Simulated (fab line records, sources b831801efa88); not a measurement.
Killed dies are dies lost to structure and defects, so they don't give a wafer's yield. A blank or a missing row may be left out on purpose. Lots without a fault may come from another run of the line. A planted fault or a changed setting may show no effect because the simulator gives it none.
Which tool did it? | flow sky130 | 13 lots, 39 wafers sampled, at 3 steps of a route of 708

WHAT THE GAUGES READ, wafer by wafer
The record holds no reading of a measuring or inspecting step that can be judged against a usual standard deviation.

WHICH TOOL RAN EACH LOT (tool, then ch and the chambers of the sampled wafers, then the start)
lot  | SKY_METAL3_METAL_ETCH_18          | SKY_METAL3_STRIP_19                  | SKY_PAD_OPEN_PROBE_99
L869 | rie_metal-03 ch 0,1, day 37 21:38 | plasma_asher-02 ch 0,1, day 37 21:47 | prober-01, day 44 21:59
L870 | rie_metal-01 ch 0,1, day 38 07:09 | plasma_asher-02 ch 0,1, day 38 07:18 | prober-02, day 45 08:13
L871 | rie_metal-04 ch 0,1, day 38 19:17 | plasma_asher-02 ch 0,1, day 38 19:26 | prober-01, day 45 17:05
L872 | rie_metal-01 ch 0,1, day 39 00:49 | plasma_asher-04 ch 0,1, day 39 00:58 | prober-02, day 45 20:10
L873 | rie_metal-01 ch 0,1, day 39 07:50 | plasma_asher-04 ch 0,1, day 39 08:01 | prober-01, day 46 04:13
L874 | rie_metal-01 ch 0,1, day 39 13:35 | plasma_asher-02 ch 0,1, day 39 13:46 | prober-02, day 46 08:19
L875 | rie_metal-01 ch 0,1, day 40 01:56 | plasma_asher-02 ch 0,1, day 40 02:07 | prober-01, day 46 17:23
L876 | rie_metal-01 ch 0,1, day 40 06:09 | plasma_asher-01 ch 0,1, day 40 06:18 | prober-02, day 46 23:00
L887 | rie_metal-03 ch 0,1, day 43 17:10 | plasma_asher-02 ch 0,1, day 43 17:20 | prober-01, day 49 20:22
L888 | rie_metal-01 ch 0,1, day 43 19:10 | plasma_asher-01 ch 0,1, day 43 19:19 | prober-02, day 49 22:19
L889 | rie_metal-04 ch 0,1, day 44 02:41 | plasma_asher-04 ch 0,1, day 44 02:52 | prober-01, day 50 01:20
L891 | rie_metal-04 ch 0,1, day 44 12:40 | plasma_asher-04 ch 0,1, day 44 12:50 | prober-01, day 50 11:43
L892 | rie_metal-01 ch 0,1, day 44 13:41 | plasma_asher-02 ch 0,1, day 44 13:52 | prober-02, day 50 12:38
- SKY_METAL3_METAL_ETCH_18: etches the open film in Cl2/BCl3, stops on SiO2, target depth 845 nm, time 183.1 s.
- SKY_METAL3_STRIP_19: strips in O2/N2.
- SKY_PAD_OPEN_PROBE_99

WHAT THE TOOLS THEMSELVES READ (means of the sampled wafers that have a number; where no wafer has one, the mark that the record gives instead)
SKY_METAL3_METAL_ETCH_18. Usual: bias_w 48.51 W, standard deviation 0.14; drypump_motor_current_A 6.01 A, standard deviation 0.23; mfc_cl2_sccm 60.00 sccm, standard deviation 0.18; oes_product_au 0.867 a.u., standard deviation 0.007; throttle_valve_pct 22.264 %, standard deviation 0.0099.
lot  | tool         | bias_w (W) | drypump_motor_current_A (A) | mfc_cl2_sccm (sccm) | oes_product_au (a.u.) | throttle_valve_pct (%) | flag
L869 | rie_metal-03 | 48.48      | 6.07                        | 59.81               | 0.861                 | 22.256                 |
L870 | rie_metal-01 | 48.46      | 6.25                        | 59.99               | 0.868                 | 22.262                 |
L871 | rie_metal-04 | 48.52      | 5.74                        | 60.04               | 0.868                 | 22.277                 |
L872 | rie_metal-01 | 48.60      | 6.22                        | 59.85               | 0.864                 | 22.257                 |
L873 | rie_metal-01 | 48.59      | 6.23                        | 59.88               | 0.870                 | 22.269                 |
L874 | rie_metal-01 | 48.56      | 6.22                        | 60.03               | 0.862                 | 22.271                 |
L875 | rie_metal-01 | 52.22      | 6.23                        | 60.17               | 0.869                 | 22.258                 | OFF
L876 | rie_metal-01 | 55.48      | 6.27                        | 60.11               | 0.870                 | 22.267                 | OFF
L887 | rie_metal-03 | 48.48      | 6.02                        | 60.09               | 0.864                 | 22.262                 |
L888 | rie_metal-01 | 48.53      | 6.20                        | 59.81               | 0.865                 | 22.271                 |
L889 | rie_metal-04 | 48.36      | 5.73                        | 60.02               | 0.865                 | 22.272                 |
L891 | rie_metal-04 | 48.52      | 5.73                        | 59.91               | 0.866                 | 22.261                 |
L892 | rie_metal-01 | 48.48      | 6.27                        | 60.22               | 0.869                 | 22.262                 |

SKY_METAL3_STRIP_19. Usual: drypump_motor_current_A 5.7 A, standard deviation 0.38; oes_product_au 0.504 a.u., standard deviation 0.006; strip_time_to_endpoint_s 6.57 s, standard deviation 0.092.
lot  | tool            | drypump_motor_current_A (A) | oes_product_au (a.u.) | strip_time_to_endpoint_s (s) | flag
L869 | plasma_asher-02 | 5.7                         | 0.500                 | 6.42                         |
L870 | plasma_asher-02 | 5.4                         | 0.509                 | 6.65                         |
L871 | plasma_asher-02 | 5.5                         | 0.504                 | 6.57                         |
L872 | plasma_asher-04 | 5.9                         | 0.510                 | 6.65                         |
L873 | plasma_asher-04 | 5.6                         | 0.505                 | 6.71                         |
L874 | plasma_asher-02 | 5.5                         | 0.505                 | 6.61                         |
L875 | plasma_asher-02 | 5.5                         | 0.499                 | 6.46                         |
L876 | plasma_asher-01 | 5.9                         | 0.490                 | 6.28                         | OFF
L887 | plasma_asher-02 | 5.4                         | 0.501                 | 6.44                         |
L888 | plasma_asher-01 | 5.8                         | 0.500                 | 6.52                         |
L889 | plasma_asher-04 | 5.9                         | 0.505                 | 6.61                         |
L891 | plasma_asher-04 | 5.9                         | 0.504                 | 6.59                         |
L892 | plasma_asher-02 | 5.7                         | 0.505                 | 6.50                         |

SKY_PAD_OPEN_PROBE_99. Usual: defect_limited_yield 82.3 %, standard deviation 1.8; killed_at_M0_to_M3 44, standard deviation 7.2; killed_at_M4_up 3.1, standard deviation 1.8; killed_at_contacts 24, standard deviation 4.5; killed_at_front_end 16, standard deviation 4.4; killed_at_other 0.2, standard deviation 0.42; killed_dies 87, standard deviation 8.9; killed_on_rim 17, standard deviation 4.1; killed_open 48, standard deviation 6.4; killed_short 39, standard deviation 6.2; sort_bin_3_pad_short 0.9 %, standard deviation 0.46; sort_bin_5_function 10.5 %, standard deviation 1.6; sort_bin_6_memory 6.3 %, standard deviation 1.1; sort_n_pass 405, standard deviation 8.9; sort_yield_pct 82.3 %, standard deviation 1.8.
lot  | tool      | defect_limited_yield (%) | killed_at_M0_to_M3 | killed_at_M4_up | killed_at_contacts | killed_at_front_end | killed_at_other | killed_dies | killed_on_rim | killed_open | killed_short | sort_bin_3_pad_short (%) | sort_bin_5_function (%) | sort_bin_6_memory (%) | sort_n_pass | sort_yield_pct (%) | flag
L869 | prober-01 | 81.3                     | 47                 | 3.0             | 23                 | 19                  | 0.3             | 92          | 18            | 52          | 40           | 1.5                      | 10.5                    | 6.7                   | 400         | 81.3               |
L870 | prober-02 | 81.6                     | 45                 | 4.3             | 25                 | 16                  | 0.3             | 91          | 20            | 47          | 44           | 0.8                      | 11.2                    | 6.4                   | 401         | 81.6               |
L871 | prober-01 | 80.5                     | 58                 | 3.0             | 23                 | 12                  | 0.3             | 96          | 22            | 57          | 39           | 1.1                      | 11.5                    | 6.8                   | 396         | 80.5               |
L872 | prober-02 | 82.6                     | 37                 | 1.7             | 24                 | 22                  | 1.0             | 85          | 17            | 47          | 38           | 0.5                      | 11.3                    | 5.6                   | 407         | 82.6               |
L873 | prober-01 | 81.3                     | 45                 | 4.7             | 26                 | 17                  | 0.0             | 92          | 23            | 46          | 46           | 1.3                      | 10.9                    | 6.5                   | 400         | 81.3               |
L874 | prober-02 | 84.0                     | 44                 | 5.3             | 19                 | 11                  | 0.0             | 79          | 16            | 46          | 33           | 0.5                      | 8.7                     | 6.8                   | 413         | 84.0               |
L875 | prober-01 | 81.3                     | 41                 | 2.0             | 24                 | 25                  | 0.7             | 92          | 19            | 46          | 46           | 0.9                      | 9.9                     | 7.9                   | 400         | 81.3               |
L876 | prober-02 | 82.2                     | 42                 | 1.7             | 25                 | 18                  | 0.0             | 87          | 17            | 49          | 39           | 0.5                      | 10.8                    | 6.4                   | 405         | 82.2               |
L887 | prober-01 | 82.4                     | 38                 | 5.0             | 27                 | 16                  | 0.3             | 86          | 17            | 46          | 40           | 0.7                      | 10.9                    | 6.0                   | 406         | 82.4               |
L888 | prober-02 | 83.0                     | 48                 | 1.7             | 19                 | 14                  | 0.7             | 84          | 21            | 50          | 34           | 0.8                      | 9.7                     | 6.5                   | 408         | 83.0               |
L889 | prober-01 | 81.0                     | 40                 | 3.0             | 29                 | 22                  | 0.3             | 93          | 18            | 53          | 41           | 1.1                      | 11.7                    | 6.2                   | 399         | 81.0               |
L891 | prober-01 | 81.8                     | 48                 | 2.0             | 25                 | 14                  | 0.0             | 89          | 17            | 51          | 38           | 1.1                      | 12.1                    | 5.0                   | 403         | 81.8               |
L892 | prober-02 | 82.8                     | 42                 | 3.7             | 23                 | 16                  | 0.0             | 84          | 17            | 50          | 34           | 1.0                      | 10.4                    | 5.8                   | 408         | 82.8               |

THE ANSWER, worked out from the rows above alone
Rule: a lot is off if the mean of its wafers that have a number lies more than 3 standard deviations from the usual mean. A lot without any number at a reading at which 4 lots or more have one is off too. The other lots that the step has rows for count as sound. The gauges are gone through in route order, then the tools' own readings, and for those a lot's mean is taken as printed above. The first step at which some lot is off is used, and at that step the reading that is off furthest; a lot without a number counts as furthest.
Off: L875, L876, at SKY_METAL3_METAL_ETCH_18 (bias_w).
A tool fits if, at that step or a process step before it, it ran every lot that is off, and no sound lot after the first of them. None of those tried fits.

WHAT THE SIMULATOR HAD PUT IN
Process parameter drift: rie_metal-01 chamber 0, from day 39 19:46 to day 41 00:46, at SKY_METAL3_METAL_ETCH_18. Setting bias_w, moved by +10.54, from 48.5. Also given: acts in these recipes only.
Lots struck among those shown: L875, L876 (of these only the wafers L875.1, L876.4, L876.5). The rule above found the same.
